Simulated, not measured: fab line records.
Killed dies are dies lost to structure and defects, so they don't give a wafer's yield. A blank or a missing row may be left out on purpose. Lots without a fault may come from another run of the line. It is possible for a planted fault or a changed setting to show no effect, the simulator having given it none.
Matching of chambers | flow gf180mcu | 4 sister chambers for GF_V2_ETCH_16 on rie diel-02
The step etches BARC in N2/H2. 8 wafers are shown with their chamber, then 7 later ones without.

## WAFERS, EACH WITH ITS CHAMBER
wafer  | chamber | drypump motor current A (A) | oes product au (a.u.)
L274.5 | 2       | 5.1                         | 0.855
L277.4 | 2       | 5.1                         | 0.851
L277.6 | 3       | 4.7                         | 0.852
L285.1 | 0       | 5.5                         | 0.856
L285.4 | 3       | 4.7                         | 0.850
L285.6 | 1       | 5.0                         | 0.857
L289.1 | 0       | 5.6                         | 0.858
L289.3 | 1       | 5.0                         | 0.852

## WAFERS WITHOUT THEIR CHAMBER
wafer  | drypump motor current A (A) | oes product au (a.u.)
L289.6 | 5.0                         | 0.852
L292.1 | 5.5                         | 0.850
L292.3 | 5.1                         | 0.855
L292.6 | 5.5                         | 0.857
L293.1 | 5.0                         | 0.862
L293.2 | 5.6                         | 0.858
L293.4 | 5.1                         | 0.856

## WHICH CHAMBER EACH WENT THROUGH
wafer  | from the rows above     | in truth
L289.6 | can't be placed: 1 or 2 | 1
L292.1 | 0                       | 0
L292.3 | 2                       | 2
L292.6 | 0                       | 0
L293.1 | can't be placed: 1 or 2 | 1
L293.2 | 0                       | 0
L293.4 | can't be placed: 2 or 1 | 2
Placed correctly: 4 of 7. Cannot be placed on the basis of these rows: 3; the candidates contain the true chamber in 3. Wrongly placed: 0.
How it was worked out, from the rows above alone: a wafer's distance from a chamber is the root of the sum, over the readings, of the square of ((its reading less the chamber's mean) divided by the reading's scatter). The wafer belongs to the nearest chamber; if the next one is less than 2 further off, it can't be placed. Each chamber's mean is taken over the wafers shown for it. The scatter is the square root of a quotient: the sum, over the shown wafers, of each reading's squared deviation from its chamber's mean, divided by wafers minus chambers.
